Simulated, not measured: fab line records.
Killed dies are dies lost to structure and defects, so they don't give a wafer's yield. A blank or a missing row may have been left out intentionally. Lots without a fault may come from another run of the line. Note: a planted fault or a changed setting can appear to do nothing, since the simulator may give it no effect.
Which of the tools did it? :: flow sky130 :: 42 wafers from 14 lots sampled at 4 of the route's 708 steps

## WHAT THE GAUGES READ, wafer by wafer
SKY_VIA4_THK_MEAS_01. Usual: for VIA4_HDPCVD_THK the level is 1749 nm and the standard deviation is 16.
lot: L590
measured: day 41 21:00
on: filmMetro-03
VIA4_HDPCVD_THK (nm): 1738 1756 1734
flag: 

lot: L591
measured: day 42 02:18
on: filmMetro-02
VIA4_HDPCVD_THK (nm): 1779 1763 1780
flag: 

lot: L593
measured: day 43 11:53
on: filmMetro-02
VIA4_HDPCVD_THK (nm): 1735 1733 1747
flag: 

lot: L595
measured: day 44 01:00
on: filmMetro-03
VIA4_HDPCVD_THK (nm): 1742 1720 1724
flag: 

lot: L597
measured: day 44 06:11
on: filmMetro-02
VIA4_HDPCVD_THK (nm): 1747 1739 1748
flag: 

lot: L599
measured: day 45 04:14
on: filmMetro-01
VIA4_HDPCVD_THK (nm): 1760 1762 1782
flag: 

lot: L603
measured: day 46 02:25
on: filmMetro-03
VIA4_HDPCVD_THK (nm): 1762 1758 1768
flag: 

lot: L606
measured: day 46 12:07
on: filmMetro-03
VIA4_HDPCVD_THK (nm): 1743 1743 1727
flag: 

lot: L607
measured: day 46 14:48
on: filmMetro-01
VIA4_HDPCVD_THK (nm): 1734 1773 1728
flag: 

lot: L608
measured: day 46 17:42
on: filmMetro-01
VIA4_HDPCVD_THK (nm): 1747 1725 1757
flag: 

lot: L609
measured: day 47 01:39
on: filmMetro-03
VIA4_HDPCVD_THK (nm): 1732 1745 1724
flag: 

lot: L611
measured: day 47 18:58
on: filmMetro-03
VIA4_HDPCVD_THK (nm): 1750 1764 1757
flag: 

lot: L612
measured: day 47 19:58
on: filmMetro-01
VIA4_HDPCVD_THK (nm): 1722 1737 1722
flag: 

lot: L613
measured: day 47 20:19
on: filmMetro-02
VIA4_HDPCVD_THK (nm): 1739 1727 1725
flag: 

SKY_VIA4_THK_MEAS_20: measures by xrf. Usual: for VIA4_W_THK the level is 526 nm and the standard deviation is 7.9.
lot: L590
measured: day 42 21:10
on: filmMetro-02
VIA4_W_THK (nm): 515 509 515
flag: 

lot: L591
measured: day 43 02:00
on: filmMetro-03
VIA4_W_THK (nm): 520 515 519
flag: 

lot: L593
measured: day 44 11:02
on: filmMetro-03
VIA4_W_THK (nm): 537 531 532
flag: 

lot: L595
measured: day 45 00:41
on: filmMetro-02
VIA4_W_THK (nm): 523 526 520
flag: 

lot: L597
measured: day 45 05:13
on: filmMetro-03
VIA4_W_THK (nm): 519 523 513
flag: 

lot: L599
measured: day 46 01:50
on: filmMetro-01
VIA4_W_THK (nm): 528 531 532
flag: 

lot: L603
measured: day 46 23:59
on: filmMetro-01
VIA4_W_THK (nm): 528 524 517
flag: 

lot: L606
measured: day 47 09:27
on: filmMetro-01
VIA4_W_THK (nm): 521 526 524
flag: 

lot: L607
measured: day 47 12:46
on: filmMetro-01
VIA4_W_THK (nm): 530 530 527
flag: 

lot: L608
measured: day 47 15:04
on: filmMetro-01
VIA4_W_THK (nm): 534 530 539
flag: 

lot: L609
measured: day 47 22:17
on: filmMetro-01
VIA4_W_THK (nm): 533 525 536
flag: 

lot: L611
measured: day 48 15:55
on: filmMetro-01
VIA4_W_THK (nm): 533 538 531
flag: 

lot: L612
measured: day 48 16:44
on: filmMetro-03
VIA4_W_THK (nm): 526 525 521
flag: 

lot: L613
measured: day 48 17:02
on: filmMetro-01
VIA4_W_THK (nm): 528 525 541
flag: 

SKY_PAD_OPEN_BOW_MEAS_13. Usual: for PAD_OPEN_BOW the level is 46 um and the standard deviation is 8.6.
lot: L590
measured: day 45 19:26
on: filmMetro-04
PAD_OPEN_BOW (um): 49 45 32
flag: 

lot: L591
measured: day 45 23:35
on: filmMetro-04
PAD_OPEN_BOW (um): 54 66 53
flag: 

lot: L593
measured: day 47 05:36
on: filmMetro-03
PAD_OPEN_BOW (um): 39 38 33
flag: 

lot: L595
measured: day 47 18:08
on: filmMetro-01
PAD_OPEN_BOW (um): 38 56 50
flag: 

lot: L597
measured: day 47 22:22
on: filmMetro-04
PAD_OPEN_BOW (um): 40 52 42
flag: 

lot: L599
measured: day 48 17:46
on: filmMetro-03
PAD_OPEN_BOW (um): 49 53 52
flag: 

lot: L603
measured: day 49 13:40
on: filmMetro-03
PAD_OPEN_BOW (um): 49 45 53
flag: 

lot: L606
measured: day 49 22:22
on: filmMetro-01
PAD_OPEN_BOW (um): 57 60 52
flag: 

lot: L607
measured: day 50 00:50
on: filmMetro-01
PAD_OPEN_BOW (um): 34 42 42
flag: 

lot: L608
measured: day 50 02:35
on: filmMetro-03
PAD_OPEN_BOW (um): 66 51 64
flag: 

lot: L609
measured: day 50 07:30
on: filmMetro-04
PAD_OPEN_BOW (um): 38 35 51
flag: 

lot: L611
measured: day 50 22:13
on: filmMetro-01
PAD_OPEN_BOW (um): 53 62 49
flag: 

lot: L612
measured: day 50 23:35
on: filmMetro-04
PAD_OPEN_BOW (um): 43 49 44
flag: 

lot: L613
measured: day 50 23:44
on: filmMetro-03
PAD_OPEN_BOW (um): 31 53 45
flag: 

## TOOL THAT RAN EACH LOT (tool first, then ch and the chambers of the sampled wafers, then the start)
lot: L590
SKY_CAP2M_CLEAN_17: wetBench-01 ch 0, day 40 20:36

lot: L591
SKY_CAP2M_CLEAN_17: wetBench-04 ch 1, day 41 01:26

lot: L593
SKY_CAP2M_CLEAN_17: wetBench-03 ch 0, day 42 11:31

lot: L595
SKY_CAP2M_CLEAN_17: wetBench-01 ch 0, day 43 00:52

lot: L597
SKY_CAP2M_CLEAN_17: wetBench-01 ch 1, day 43 05:38

lot: L599
SKY_CAP2M_CLEAN_17: wetBench-01 ch 1, day 44 04:10

lot: L603
SKY_CAP2M_CLEAN_17: wetBench-01 ch 1, day 45 04:04

lot: L606
SKY_CAP2M_CLEAN_17: wetBench-01 ch 2, day 45 14:05

lot: L607
SKY_CAP2M_CLEAN_17: wetBench-01 ch 2, day 45 16:28

lot: L608
SKY_CAP2M_CLEAN_17: wetBench-01 ch 2, day 45 19:53

lot: L609
SKY_CAP2M_CLEAN_17: wetBench-03 ch 1, day 46 03:49

lot: L611
SKY_CAP2M_CLEAN_17: wetBench-03 ch 3, day 46 21:46

lot: L612
SKY_CAP2M_CLEAN_17: wetBench-04 ch 1, day 46 22:40

lot: L613
SKY_CAP2M_CLEAN_17: wetBench-03 ch 2, day 46 22:45
- SKY_CAP2M_CLEAN_17: cleans in O3/DIW.

## WHAT THE TOOLS THEMSELVES READ (means of the sampled wafers that have a number; where no wafer has one, the mark that the record gives instead)
The record holds no such reading with a usual standard deviation.

## THE ANSWER, worked out from the rows above alone
Rule: take the mean of a lot's wafers that have a number; if it is more than 3 standard deviations from the usual mean, the lot is off. Also off: a lot with no number at a reading for which 4 or more lots have one. All remaining lots with rows at the step are treated as sound. First the gauges in route order, then the tools' own readings, where a lot's mean is used as printed above. At the first step where some lot is off, the reading lying furthest off is the one used; lots without a number count as furthest.
No lot is off at any reading shown: from this, nothing can be told.

## WHAT THE SIMULATOR HAD INSERTED
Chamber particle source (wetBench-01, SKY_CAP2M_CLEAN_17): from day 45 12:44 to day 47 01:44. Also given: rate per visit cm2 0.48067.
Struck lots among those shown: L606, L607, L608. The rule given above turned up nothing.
